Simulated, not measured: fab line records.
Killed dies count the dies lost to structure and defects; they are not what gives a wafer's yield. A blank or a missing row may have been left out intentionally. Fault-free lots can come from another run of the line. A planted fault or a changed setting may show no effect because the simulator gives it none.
fab line records | flow sky130 | part 1 of 2: steps 1 to 29 of 37
record lots=5 | wafers=15 | lastDay=50
route steps=708 shown METAL3@570 VIA3@573 METAL4@598 CAP2M@603
lots that met no fault: taken from a fault-free run of the same line
startH: hours from the record's opening day to when the first of the lot's shown wafers began | waitH: hours elapsed since this lot's preceding step | " identical to the entry in the row above | L1.1+2: a single row standing in for several wafers | - no value present, or no start provided | * or withheld: withheld | < > ~ a bound
route shown NAME@n: names a module that has steps shown in the file, with the first one's number in the route | usual: average and standard deviation across the fault-free wafers | same: alike in all rows | chamber/n: place in a boat | sites: readings site by site | _std_site: the values' standard deviation | _edge_site: outer sites' mean less inner sites' | radiusMm: how far each site lies from the wafer's centre | mask NAME#n: copy n | behind: the tool/chamber that last shaped the wafer | hold: why the lot went on hold/how many hours it stayed there/how the hold came to an end | device: whichever transistor did not switch (one of n, p or np) | end of line: tests run on the same wafers once the route is complete | for a step that has no rows: nothing shown but its recipe | killed: at the first sort, the dies lost to defects and structure; wafer yield is something else | map: a wafer's dies, marking killed ones x, the rest . and places with no die _
set.NAME: setting as actually run; set.NAME@STEP: the setting as run at that earlier step | model.NAME: the simulator's own value behind a step, which no gauge read
a table for each step, a row for each wafer; lots at some steps of the route
services: when a tool's chamber went out of use (startH, in hours from the record's first day, below 0 if earlier), for how many hours, and the reason
## steps
# step SKY_METAL3_STRIP_20
# recipe chemistry=postEtchResidueRemover | timeS=1200 | tempC=72.5
lot.wafer  | tool        | chamber | startH  | waitH
L080.2+5+6 | wetBench-03 | 1       | 940.59  | 0.1
L082.1+2+5 | wetBench-01 | 0       | 956.88  | 0.1
L088.1+2+6 | wetBench-04 | 0       | 996.22  | 0.1
L089.2+4+6 | wetBench-04 | 2       | 1012.98 | 0.1
L095.1+4+5 | wetBench-04 | 0       | 1043.67 | 0.1
# step SKY_METAL3_CLEAN_21
# recipe chemistry=IPA | timeS=180 | tempC=25
lot.wafer  | tool        | chamber | startH  | waitH
L080.2+5+6 | wetBench-04 | 1       | 940.93  | 0.0
L082.1+2+5 | wetBench-04 | 1       | 957.22  | 0.0
L088.1+2+6 | wetBench-01 | 3       | 996.56  | 0.0
L089.2+4+6 | wetBench-01 | 2       | 1013.32 | 0.0
L095.1+4+5 | wetBench-01 | 1       | 1044.02 | 0.0
# step SKY_METAL3_CLEAN_22
# recipe chemistry=O3/DIW | dry=n2Spin
lot.wafer  | tool        | chamber | startH  | waitH
L080.2+5+6 | wetBench-01 | 0       | 940.99  | 0.0
L082.1+2+5 | wetBench-03 | 3       | 957.28  | 0.0
L088.1+2+6 | wetBench-03 | 1       | 996.63  | 0.0
L089.2+4+6 | wetBench-03 | 1       | 1013.38 | 0.0
L095.1+4+5 | wetBench-03 | 2       | 1044.07 | 0.0
# step SKY_VIA3_HDPCVD_00
# recipe material=SiO2 | targetThkNm=1635 | sigmaOpenFrac=0.3 | timeS=272.5 | tempC=400 | sih4FlowSccm=60 | pressureMtorr=6
lot.wafer  | tool      | chamber | startH  | waitH
L080.2+5+6 | hdpcvd-02 | 0,1,2   | 941.08  | 0.0
L082.1+2+5 | hdpcvd-02 | 2,1,1   | 957.37  | 0.0
L088.1+2+6 | hdpcvd-02 | 2,0,2   | 996.72  | 0.0
L089.2+4+6 | hdpcvd-02 | 0,0,2   | 1013.47 | 0.0
L095.1+4+5 | hdpcvd-01 | 0,2,0   | 1044.17 | 0.0
# step SKY_VIA3_THK_MEAS_01
# recipe reads=SiO2_of_VIA3_HDPCVD_00
# usual VIA3_HDPCVD_THK=1644/17
lot.wafer | tool         | chamber | startH  | waitH | VIA3_HDPCVD_THK[nm]
L080.2    | filmMetro-04 | -       | 941.26  | 0.1   | 1664
L080.5    | "            | -       | "       | "     | 1661
L080.6    | "            | -       | "       | "     | 1658
L082.1    | filmMetro-01 | -       | 957.54  | 0.1   | 1651
L082.2    | "            | -       | "       | "     | 1654
L082.5    | "            | -       | "       | "     | 1642
L088.1    | filmMetro-04 | -       | 996.89  | 0.1   | 1651
L088.2    | "            | -       | "       | "     | 1657
L088.6    | "            | -       | "       | "     | 1629
L089.2    | filmMetro-03 | -       | 1013.65 | 0.1   | 1637
L089.4    | "            | -       | "       | "     | 1661
L089.6    | "            | -       | "       | "     | 1636
L095.1    | filmMetro-04 | -       | 1044.42 | 0.2   | 1628
L095.4    | "            | -       | "       | "     | 1642
L095.5    | "            | -       | "       | "     | 1631
# step SKY_VIA3_CMP_02
# recipe material=SiO2 | downForcePsi=4 | platenRpm=60 | padVelocityMS=0.94248
# usual motorCurrentA=12.3/1.2
lot.wafer | tool   | chamber | startH  | waitH | motorCurrentA
L080.2    | cmp-02 | 3       | 942.02  | 0.8   | 11.0
L080.5    | "      | 2       | "       | "     | 14.3
L080.6    | "      | 3       | "       | "     | 10.8
L082.1    | cmp-02 | 2       | 957.65  | 0.1   | 13.5
L082.2    | "      | 3       | "       | "     | 10.2
L082.5    | "      | 1       | "       | "     | 13.2
L088.2    | cmp-01 | 1       | 997.15  | 0.2   | 13.0
L088.1    | "      | 0       | "       | "     | 11.2
L088.6    | "      | 2       | "       | "     | 11.8
L089.2    | cmp-02 | 1       | 1013.70 | 0.0   | 13.2
L089.4    | "      | 0       | "       | "     | 13.8
L089.6    | "      | 1       | "       | "     | 13.4
L095.1    | cmp-01 | 0       | 1044.48 | 0.1   | 11.0
L095.4    | "      | 2       | "       | "     | 11.3
L095.5    | "      | 1       | "       | "     | 12.4
# step SKY_VIA3_BOW_MEAS_03
# recipe mode=bow
# usual VIA3_BOW=78/7.8
lot.wafer | tool         | chamber | startH  | waitH | VIA3_BOW[um]
L080.2    | filmMetro-04 | -       | 942.29  | 0.2   | 72
L080.5    | "            | -       | "       | "     | 64
L080.6    | "            | -       | "       | "     | 62
L082.1    | filmMetro-03 | -       | 957.90  | 0.2   | 81
L082.2    | "            | -       | "       | "     | 86
L082.5    | "            | -       | "       | "     | 77
L088.1    | filmMetro-03 | -       | 997.45  | 0.1   | 63
L088.2    | "            | -       | "       | "     | 73
L088.6    | "            | -       | "       | "     | 62
L089.2    | filmMetro-04 | -       | 1014.02 | 0.3   | 90
L089.4    | "            | -       | "       | "     | 83
L089.6    | "            | -       | "       | "     | 84
L095.1    | filmMetro-03 | -       | 1044.78 | 0.2   | 76
L095.4    | "            | -       | "       | "     | 93
L095.5    | "            | -       | "       | "     | 69
# step SKY_VIA3_DEHYDRATE_04
# recipe tempC=200 | timeS=60
lot.wafer  | tool          | chamber | startH  | waitH
L080.2+5+6 | lithoTrack-03 | 0       | 954.17  | 11.9
L082.1+2+5 | lithoTrack-03 | 0       | 968.94  | 11.0
L088.1+2+6 | lithoTrack-01 | 0       | 1009.27 | 11.8
L089.2+4+6 | lithoTrack-03 | 0       | 1024.92 | 10.9
L095.1+4+5 | lithoTrack-01 | 0       | 1055.52 | 10.7
# step SKY_VIA3_HMDS_05
# recipe primeTimeS=60 | primeTempC=120
lot.wafer  | tool          | chamber | startH  | waitH
L080.2+5+6 | lithoTrack-03 | 0       | 954.32  | 0.1
L082.1+2+5 | lithoTrack-03 | 0       | 969.09  | 0.1
L088.1+2+6 | lithoTrack-01 | 0       | 1009.42 | 0.1
L089.2+4+6 | lithoTrack-03 | 0       | 1025.07 | 0.1
L095.1+4+5 | lithoTrack-01 | 0       | 1055.67 | 0.1
# step SKY_VIA3_COAT_06
# recipe resist=BARC | tempC=withheld | timeS=withheld | spinRpm=3000 | resistThkNm=60
# usual spinSpeedRpm=2999.8/2.4
lot.wafer | tool          | chamber | startH  | waitH | spinSpeedRpm
L080.2    | lithoTrack-03 | 0       | 954.47  | 0.1   | 2999.2
L080.5    | "             | 0       | "       | "     | 3002.5
L080.6    | "             | 0       | "       | "     | 3001.3
L082.1    | lithoTrack-03 | 0       | 969.24  | 0.1   | 3002.1
L082.2    | "             | 0       | "       | "     | 3000.1
L082.5    | "             | 0       | "       | "     | 2995.7
L088.1    | lithoTrack-01 | 0       | 1009.57 | 0.1   | 3001.5
L088.2    | "             | 0       | "       | "     | 3003.4
L088.6    | "             | 0       | "       | "     | 3002.9
L089.2    | lithoTrack-03 | 0       | 1025.22 | 0.1   | 3002.8
L089.4    | "             | 0       | "       | "     | 2997.5
L089.6    | "             | 0       | "       | "     | 3000.5
L095.1    | lithoTrack-01 | 0       | 1055.82 | 0.1   | 3000.1
L095.4    | "             | 0       | "       | "     | 2999.7
L095.5    | "             | 0       | "       | "     | 2999.7
# step SKY_VIA3_COAT_07
# recipe resist=KrF-thick | spinRpm=3000 | resistThkNm=450
# usual spinSpeedRpm=2999.5/2.4
lot.wafer | tool          | chamber | startH | waitH | spinSpeedRpm
L080.2    | lithoTrack-03 | 0       | -      | -     | 2998.9
L080.5    | "             | 0       | "      | "     | 3001.6
L080.6    | "             | 0       | "      | "     | 2999.1
L082.1    | lithoTrack-03 | 0       | -      | -     | 2997.3
L082.2    | "             | 0       | "      | "     | 2997.8
L082.5    | "             | 0       | "      | "     | 2997.6
L088.1    | lithoTrack-01 | 0       | -      | -     | 3000.7
L088.2    | "             | 0       | "      | "     | 3001.2
L088.6    | "             | 0       | "      | "     | 3001.3
L089.2    | lithoTrack-03 | 0       | -      | -     | 2999.0
L089.4    | "             | 0       | "      | "     | 2995.4
L089.6    | "             | 0       | "      | "     | 3000.5
L095.1    | lithoTrack-01 | 0       | -      | -     | 2998.5
L095.4    | "             | 0       | "      | "     | 3000.8
L095.5    | "             | 0       | "      | "     | 3000.9
# step SKY_VIA3_SOFTBAKE_08
# recipe tempC=100 | timeS=90 | resist=KrF-thick
lot.wafer  | tool          | chamber | startH | waitH
L080.2+5+6 | lithoTrack-03 | 0       | -      | -
L082.1+2+5 | lithoTrack-03 | 0       | -      | -
L088.1+2+6 | lithoTrack-01 | 0       | -      | -
L089.2+4+6 | lithoTrack-03 | 0       | -      | -
L095.1+4+5 | lithoTrack-01 | 0       | -      | -
# step SKY_VIA3_EXPOSE_09
# recipe maskId=VIM3 | na=0.8 | sourceShape=annular | sigmaInner=0.55 | sigmaOuter=0.85 | targetCdNm=200 | doseMj=38
# same sigmaInner=0.55 | sigmaOuter=0.85
lot.wafer  | tool          | chamber | startH | waitH | mask
L080.2+5+6 | krfScanner-01 | 0       | -      | -     | VIM3#0
L082.1+2+5 | krfScanner-02 | 0       | -      | -     | VIM3#0
L088.1+2+6 | krfScanner-01 | 0       | -      | -     | VIM3#0
L089.2+4+6 | krfScanner-01 | 0       | -      | -     | VIM3#0
L095.1+4+5 | krfScanner-02 | 0       | -      | -     | VIM3#0
# step SKY_VIA3_PEB_10
# recipe pebTempC=withheld | pebTimeS=withheld | resist=KrF-thick
lot.wafer  | tool          | chamber | startH | waitH
L080.2+5+6 | lithoTrack-01 | 0       | -      | -
L082.1+2+5 | lithoTrack-04 | 0       | -      | -
L088.1+2+6 | lithoTrack-04 | 0       | -      | -
L089.2+4+6 | lithoTrack-01 | 0       | -      | -
L095.1+4+5 | lithoTrack-04 | 0       | -      | -
# step SKY_VIA3_DEVELOP_11
# recipe developTimeS=60 | resist=KrF-thick | devTempC=21
lot.wafer  | tool          | chamber | startH | waitH
L080.2+5+6 | lithoTrack-01 | 0       | -      | -
L082.1+2+5 | lithoTrack-04 | 0       | -      | -
L088.1+2+6 | lithoTrack-04 | 0       | -      | -
L089.2+4+6 | lithoTrack-01 | 0       | -      | -
L095.1+4+5 | lithoTrack-04 | 0       | -      | -
# step SKY_VIA3_CD_MEAS_12
# recipe targetCdNm=200
# usual cdNm=200.1/1.5
lot.wafer | tool     | chamber | startH  | waitH | cdNm
L080.2    | cdSem-02 | -       | 967.09  | -     | 202.5
L080.5    | "        | -       | "       | "     | 202.0
L080.6    | "        | -       | "       | "     | 201.7
L082.1    | cdSem-01 | -       | 981.44  | -     | 202.8
L082.2    | "        | -       | "       | "     | 201.3
L082.5    | "        | -       | "       | "     | 202.8
L088.1    | cdSem-02 | -       | 1021.04 | -     | 201.4
L088.2    | "        | -       | "       | "     | 201.6
L088.6    | "        | -       | "       | "     | 201.6
L089.2    | cdSem-02 | -       | 1037.29 | -     | 197.1
L089.4    | "        | -       | "       | "     | 197.9
L089.6    | "        | -       | "       | "     | 197.9
L095.1    | cdSem-01 | -       | 1066.24 | -     | 198.7
L095.4    | "        | -       | "       | "     | 200.2
L095.5    | "        | -       | "       | "     | 198.6
# step SKY_VIA3_OVL_MEAS_13
# usual VIA3_OVL=-4/3.9
lot.wafer | tool       | chamber | startH  | waitH | VIA3_OVL[nm]
L080.2    | overlay-02 | -       | 967.20  | 0.1   | -7
L080.5    | "          | -       | "       | "     | -8
L080.6    | "          | -       | "       | "     | -9
L082.1    | overlay-02 | -       | 981.56  | 0.1   | 0
L082.2    | "          | -       | "       | "     | -3
L082.5    | "          | -       | "       | "     | -8
L088.1    | overlay-01 | -       | 1021.16 | 0.1   | 0
L088.2    | "          | -       | "       | "     | -1
L088.6    | "          | -       | "       | "     | 2
L089.2    | overlay-02 | -       | 1037.40 | 0.1   | -1
L089.4    | "          | -       | "       | "     | 5
L089.6    | "          | -       | "       | "     | 0
L095.1    | overlay-01 | -       | 1066.36 | 0.1   | 0
L095.4    | "          | -       | "       | "     | -7
L095.5    | "          | -       | "       | "     | 3
# step SKY_VIA3_ETCH_14
# recipe chemistry=N2/H2 | target=BARC | ionEnergyEv=200 | sourceW=500 | biasW=100 | pressureMtorr=30 | n2FlowSccm=100 | h2FlowSccm=200 | stopOn=SiO2 | timeS=45.9 | targetDepthA=600
# usual chamberPressureMTorr=30.002/0.027 | drypumpMotorCurrentA=5.9/0.44 | h2FlowSccm=200.0/0.57 | oesProductAu=0.855/0.0046 | throttleValvePct=13.224/0.0084
lot.wafer | tool       | chamber | startH  | waitH | chamberPressureMTorr | drypumpMotorCurrentA | h2FlowSccm | oesProductAu | rfHoursCounterH | throttleValvePct
L080.2    | rieDiel-03 | 0       | 967.23  | 0.0   | 29.975               | 6.2                  | 200.3      | 0.858        | 24              | 13.228
L080.5    | "          | 3       | "       | "     | 29.962               | 6.2                  | 199.6      | 0.858        | -               | 13.217
L080.6    | "          | 0       | "       | "     | 29.987               | 6.2                  | 200.6      | 0.849        | -               | 13.223
L082.1    | rieDiel-04 | 2       | 981.60  | 0.0   | 30.023               | 5.4                  | 199.4      | 0.853        | 13              | 13.211
L082.2    | "          | 0       | "       | "     | 30.052               | 6.5                  | 199.9      | 0.853        | 25              | 13.230
L082.5    | "          | 0       | "       | "     | 30.009               | 6.5                  | 200.1      | 0.851        | -               | 13.221
L088.1    | rieDiel-03 | 3       | 1021.20 | 0.0   | 29.983               | 6.2                  | 200.3      | 0.856        | 22              | 13.227
L088.2    | "          | 2       | "       | "     | 29.969               | 5.4                  | 200.6      | 0.854        | 14              | 13.224
L088.6    | "          | 2       | "       | "     | 30.032               | 5.4                  | 199.8      | 0.855        | -               | 13.224
L089.2    | rieDiel-03 | 1       | 1037.43 | 0.0   | 29.987               | 5.1                  | 200.2      | 0.851        | 9               | 13.218
L089.4    | "          | 0       | "       | "     | 30.047               | 6.2                  | 199.7      | 0.854        | 26              | 13.227
L089.6    | "          | 0       | "       | "     | 29.998               | 6.2                  | 200.8      | 0.846        | -               | 13.240
L095.1    | rieDiel-01 | 3       | 1066.40 | 0.0   | 29.933               | 5.5                  | 199.5      | 0.853        | 15              | 13.229
L095.4    | "          | 2       | "       | "     | 30.017               | 6.3                  | 199.8      | 0.858        | 15              | 13.226
L095.5    | "          | 1       | "       | "     | 29.990               | 5.7                  | 200.2      | 0.858        | -               | 13.233
# step SKY_VIA3_ETCH_15
# recipe target=SiO2 | chemistry=C4F8/O2/Ar | targetDepthNm=507 | stopOn=TiN | maskMaterial=KrF-thick | sourceW=1500 | biasW=1200 | pressureMtorr=40 | c4f8FlowSccm=withheld | O2_flow_sccm=6 | Ar_flow_sccm=300 | timeS=78
# usual chamberPressureMTorr=40.00/0.032 | oesProductAu=0.945/0.0043
lot.wafer | tool       | chamber | startH  | waitH | chamberPressureMTorr | oesProductAu | rfHoursCounterH
L080.2    | rieDiel-03 | 0       | 967.27  | 0.0   | 39.96                | 0.940        | 24
L080.5    | "          | 3       | "       | "     | 40.04                | 0.946        | -
L080.6    | "          | 0       | "       | "     | 39.95                | 0.940        | -
L082.1    | rieDiel-04 | 2       | 981.64  | 0.0   | 40.01                | 0.939        | 13
L082.2    | "          | 0       | "       | "     | 39.97                | 0.949        | 25
L082.5    | "          | 0       | "       | "     | 39.96                | 0.951        | -
L088.1    | rieDiel-03 | 3       | 1021.24 | 0.0   | 39.98                | 0.945        | 22
L088.2    | "          | 2       | "       | "     | 40.04                | 0.941        | 14
L088.6    | "          | 2       | "       | "     | 39.96                | 0.940        | -
L089.2    | rieDiel-03 | 1       | 1037.47 | 0.0   | 39.97                | 0.946        | 9
L089.4    | "          | 0       | "       | "     | 40.01                | 0.950        | 26
L089.6    | "          | 0       | "       | "     | 40.00                | 0.944        | -
L095.1    | rieDiel-01 | 3       | 1066.44 | 0.0   | 40.02                | 0.945        | 15
L095.4    | "          | 2       | "       | "     | 40.03                | 0.936        | 15
L095.5    | "          | 1       | "       | "     | 39.99                | 0.946        | -
# step SKY_VIA3_STRIP_16
# recipe chemistry=O2/N2 | powerW=1400 | pressureMtorr=1500 | platenTempC=withheld | o2FlowSccm=3000 | n2FlowSccm=300 | overashFraction=0.5
# usual chamberPressureMTorr=1500.1/1.3 | drypumpMotorCurrentA=5.5/0.41 | oesProductAu=0.402/0.0046 | stripTimeToEndpointS=4.127/0.024
lot.wafer | tool           | chamber | startH  | waitH | chamberPressureMTorr | drypumpMotorCurrentA | oesProductAu | rfHoursCounterH | stripTimeToEndpointS
L080.2    | plasmaAsher-04 | 1       | 967.33  | 0.0   | 1499.2               | 5.5                  | 0.401        | 87              | 4.107
L080.5    | "              | 0       | "       | "     | 1498.8               | 5.6                  | 0.402        | -               | 4.105
L080.6    | "              | 1       | "       | "     | 1498.6               | 5.5                  | 0.389        | -               | 4.105
L082.1    | plasmaAsher-03 | 1       | 981.70  | 0.0   | 1500.2               | 6.4                  | 0.407        | 113             | 4.155
L082.2    | "              | 0       | "       | "     | 1501.0               | 5.5                  | 0.403        | 113             | 4.118
L082.5    | "              | 1       | "       | "     | 1501.2               | 6.4                  | 0.397        | -               | 4.149
L088.1    | plasmaAsher-02 | 0       | 1021.30 | 0.0   | 1498.8               | 5.1                  | 0.403        | 54              | 4.086
L088.2    | "              | 1       | "       | "     | 1502.9               | 5.0                  | 0.401        | 54              | 4.111
L088.6    | "              | 0       | "       | "     | 1501.1               | 5.1                  | 0.412        | -               | 4.147
L089.2    | plasmaAsher-03 | 0       | 1037.53 | 0.0   | 1499.5               | 5.5                  | 0.398        | 118             | 4.101
L089.4    | "              | 0       | "       | "     | 1501.0               | 5.5                  | 0.408        | -               | 4.090
L089.6    | "              | 1       | "       | "     | 1499.2               | 6.4                  | 0.398        | -               | 4.106
L095.1    | plasmaAsher-04 | 1       | 1066.50 | 0.0   | 1500.5               | 5.5                  | 0.398        | 97              | 4.100
L095.4    | "              | 1       | "       | "     | 1501.7               | 5.5                  | 0.406        | -               | 4.142
L095.5    | "              | 0       | "       | "     | 1502.0               | 5.5                  | 0.406        | -               | 4.110
# step SKY_VIA3_STRIP_17
# recipe chemistry=postEtchResidueRemover | timeS=1200 | tempC=72.5
lot.wafer  | tool        | chamber | startH  | waitH
L080.2+5+6 | wetBench-03 | 2       | 967.43  | 0.1
L082.1+2+5 | wetBench-02 | 0       | 981.80  | 0.1
L088.1+2+6 | wetBench-03 | 2       | 1021.40 | 0.1
L089.2+4+6 | wetBench-01 | 3       | 1037.63 | 0.1
L095.1+4+5 | wetBench-01 | 1       | 1066.68 | 0.1
# step SKY_VIA3_CLEAN_18
# recipe chemistry=IPA | timeS=180 | tempC=25
lot.wafer  | tool        | chamber | startH  | waitH
L080.2+5+6 | wetBench-02 | 1       | 967.77  | 0.0
L082.1+2+5 | wetBench-03 | 2       | 982.17  | 0.0
L088.1+2+6 | wetBench-01 | 2       | 1021.74 | 0.0
L089.2+4+6 | wetBench-02 | 3       | 1037.97 | 0.0
L095.1+4+5 | wetBench-01 | 0       | 1067.08 | 0.1
# step SKY_VIA3_CLEAN_19
# recipe chemistry=O3/DIW | dry=n2Spin
lot.wafer  | tool        | chamber | startH  | waitH
L080.2+5+6 | wetBench-03 | 0       | 967.84  | 0.0
L082.1+2+5 | wetBench-01 | 0       | 982.23  | 0.0
L088.1+2+6 | wetBench-03 | 2       | 1021.80 | 0.0
L089.2+4+6 | wetBench-01 | 0       | 1038.03 | 0.0
L095.1+4+5 | wetBench-01 | 1       | 1067.19 | 0.1
# step SKY_VIA3_SPUTTER_20
# recipe material=TiN | targetThkNm=20 | chamberPressurePa=5 | powerW=4000 | timeS=80
# usual chamberPressurePa=4.999/0.011 | throttleValvePct=30.1/1.2
lot.wafer | tool          | chamber | startH  | waitH | chamberPressurePa | throttleValvePct
L080.2    | pvdSputter-01 | -       | 967.93  | 0.0   | 5.019             | 30.6
L080.5    | "             | -       | "       | "     | 4.990             | 30.9
L080.6    | "             | -       | "       | "     | 5.010             | 29.3
L082.1    | pvdSputter-01 | -       | 982.32  | 0.0   | 5.000             | 30.1
L082.2    | "             | -       | "       | "     | 4.990             | 31.0
L082.5    | "             | -       | "       | "     | 4.992             | 30.1
L088.1    | pvdSputter-03 | -       | 1021.89 | 0.0   | 4.999             | 27.5
L088.2    | "             | -       | "       | "     | 5.004             | 31.4
L088.6    | "             | -       | "       | "     | 5.006             | 27.3
L089.2    | pvdSputter-01 | -       | 1038.12 | 0.0   | 4.996             | 30.1
L089.4    | "             | -       | "       | "     | 4.996             | 29.1
L089.6    | "             | -       | "       | "     | 5.004             | 30.1
L095.1    | pvdSputter-01 | -       | 1067.28 | 0.0   | 4.998             | 30.4
L095.4    | "             | -       | "       | "     | 5.010             | 30.7
L095.5    | "             | -       | "       | "     | 4.993             | 30.3
# step SKY_VIA3_CVD_21
# recipe material=W | targetThkNm=390 | timeS=117.31 | tempC=400 | pressureTorr=40
# usual chamberPressureTorr=40.01/0.078 | heaterPowerW=790/39
lot.wafer | tool    | chamber | startH  | waitH | chamberPressureTorr | heaterPowerW
L080.2    | cvdW-01 | 0       | 967.99  | 0.0   | 40.17               | 784
L080.5    | "       | 0       | "       | "     | 40.07               | 797
L080.6    | "       | 1       | "       | "     | 40.03               | 734
L082.1    | cvdW-01 | 0       | 982.39  | 0.0   | 40.11               | 785
L082.2    | "       | 1       | "       | "     | 39.94               | 743
L082.5    | "       | 0       | "       | "     | 39.98               | 804
L088.1    | cvdW-01 | 0       | 1021.95 | 0.0   | 40.09               | 802
L088.2    | "       | 1       | "       | "     | 40.00               | 726
L088.6    | "       | 1       | "       | "     | 40.01               | 743
L089.2    | cvdW-02 | 1       | 1038.18 | 0.0   | 40.11               | 831
L089.4    | "       | 1       | "       | "     | 40.01               | 836
L089.6    | "       | 1       | "       | "     | 40.05               | 835
L095.1    | cvdW-01 | 1       | 1067.34 | 0.0   | 39.91               | 717
L095.4    | "       | 1       | "       | "     | 40.11               | 728
L095.5    | "       | 1       | "       | "     | 39.94               | 756
# step SKY_VIA3_RS_MEAS_22
# recipe thkMeasGauge=four-point-probe | reads=W_of_VIA3_CVD_21+TiN_of_VIA3_SPUTTER_20
# usual VIA3_W_RS=0.293/0.0059
lot.wafer | tool         | chamber | startH  | waitH | VIA3_W_RS[ohm/sq]
L080.2    | filmMetro-04 | -       | 968.14  | 0.1   | 0.286
L080.5    | "            | -       | "       | "     | 0.287
L080.6    | "            | -       | "       | "     | 0.299
L082.1    | filmMetro-01 | -       | 982.51  | 0.1   | 0.287
L082.2    | "            | -       | "       | "     | 0.296
L082.5    | "            | -       | "       | "     | 0.284
L088.1    | filmMetro-04 | -       | 1022.08 | 0.1   | 0.294
L088.2    | "            | -       | "       | "     | 0.296
L088.6    | "            | -       | "       | "     | 0.294
L089.2    | filmMetro-01 | -       | 1038.33 | 0.1   | 0.297
L089.4    | "            | -       | "       | "     | 0.290
L089.6    | "            | -       | "       | "     | 0.289
L095.1    | filmMetro-03 | -       | 1067.47 | 0.1   | 0.299
L095.4    | "            | -       | "       | "     | 0.296
L095.5    | "            | -       | "       | "     | 0.296
# step SKY_VIA3_THK_MEAS_23
# recipe thkMeasGauge=xrf | reads=W_of_VIA3_CVD_21
# usual VIA3_W_THK=398/8.7
lot.wafer | tool         | chamber | startH  | waitH | VIA3_W_THK[nm]
L080.2    | filmMetro-04 | -       | 968.25  | 0.1   | 406
L080.5    | "            | -       | "       | "     | 404
L080.6    | "            | -       | "       | "     | 388
L082.1    | filmMetro-01 | -       | 982.63  | 0.1   | 410
L082.2    | "            | -       | "       | "     | 398
L082.5    | "            | -       | "       | "     | 415
L088.1    | filmMetro-04 | -       | 1022.20 | 0.1   | 392
L088.2    | "            | -       | "       | "     | 390
L088.6    | "            | -       | "       | "     | 392
L089.2    | filmMetro-01 | -       | 1038.44 | 0.1   | 401
L089.4    | "            | -       | "       | "     | 407
L089.6    | "            | -       | "       | "     | 409
L095.1    | filmMetro-03 | -       | 1067.59 | 0.1   | 383
L095.4    | "            | -       | "       | "     | 391
L095.5    | "            | -       | "       | "     | 391
# step SKY_VIA3_CMP_24
# recipe stopOn=SiO2 | tOverpolishS=20 | downForcePsi=3.5 | platenRpm=60 | targetThkNm=0 | padVelocityMS=0.94248
# usual motorCurrentA=11.2/1 | overpolishRunS=20.000/0.0088 | timeToEndpointS=94/3.8
lot.wafer | tool   | chamber | startH  | waitH | motorCurrentA | overpolishRunS | timeToEndpointS
L080.2    | cmp-02 | 0       | 968.55  | 0.3   | 11.8          | 20.019         | 102
L080.5    | "      | 1       | "       | "     | 12.1          | 20.008         | 96
L080.6    | "      | 2       | "       | "     | 12.7          | 19.998         | 88
L082.1    | cmp-02 | 2       | 982.69  | 0.1   | 12.7          | 20.009         | 88
L082.2    | "      | 1       | "       | "     | 12.9          | 19.998         | 88
L082.5    | "      | 3       | "       | "     | 9.9           | 20.013         | 95
L088.1    | cmp-02 | 0       | 1022.26 | 0.1   | 11.5          | 20.003         | 95
L088.2    | "      | 2       | "       | "     | 12.7          | 19.994         | 87
L088.6    | "      | 0       | "       | "     | 12.0          | 19.994         | 96
L089.4    | cmp-02 | 2       | 1038.54 | 0.1   | 12.9          | 20.002         | 87
L089.2    | "      | 0       | "       | "     | 12.3          | 19.991         | 93
L089.6    | "      | 1       | "       | "     | 12.1          | 19.997         | 92
L095.4    | cmp-01 | 2       | 1068.03 | 0.4   | 10.0          | 19.987         | 95
L095.1    | "      | 3       | "       | "     | 10.6          | 20.009         | 91
L095.5    | "      | 1       | "       | "     | 11.1          | 19.998         | 89
# step SKY_METAL4_SPUTTER_00
# recipe material=Ti | targetThkNm=15 | powerW=3000 | timeS=10 | chamberPressurePa=0.4
# usual chamberPressurePa=0.4001/0.00073 | throttleValvePct=29.8/1.4
lot.wafer | tool          | chamber | startH  | waitH | chamberPressurePa | throttleValvePct
L080.2    | pvdSputter-04 | -       | 968.70  | 0.1   | 0.3998            | 29.0
L080.5    | "             | -       | "       | "     | 0.3992            | 32.0
L080.6    | "             | -       | "       | "     | 0.4007            | 30.2
L082.1    | pvdSputter-02 | -       | 982.99  | 0.2   | 0.4001            | 29.6
L082.2    | "             | -       | "       | "     | 0.3997            | 28.3
L082.5    | "             | -       | "       | "     | 0.3989            | 29.0
L088.1    | pvdSputter-02 | -       | 1022.56 | 0.2   | 0.3998            | 28.5
L088.2    | "             | -       | "       | "     | 0.4001            | 29.0
L088.6    | "             | -       | "       | "     | 0.3995            | 29.1
L089.2    | pvdSputter-02 | -       | 1038.79 | 0.1   | 0.4002            | 29.1
L089.4    | "             | -       | "       | "     | 0.4001            | 28.2
L089.6    | "             | -       | "       | "     | 0.4003            | 29.3
L095.1    | pvdSputter-02 | -       | 1068.23 | 0.1   | 0.4005            | 29.1
L095.4    | "             | -       | "       | "     | 0.3999            | 28.7
L095.5    | "             | -       | "       | "     | 0.4002            | 29.1
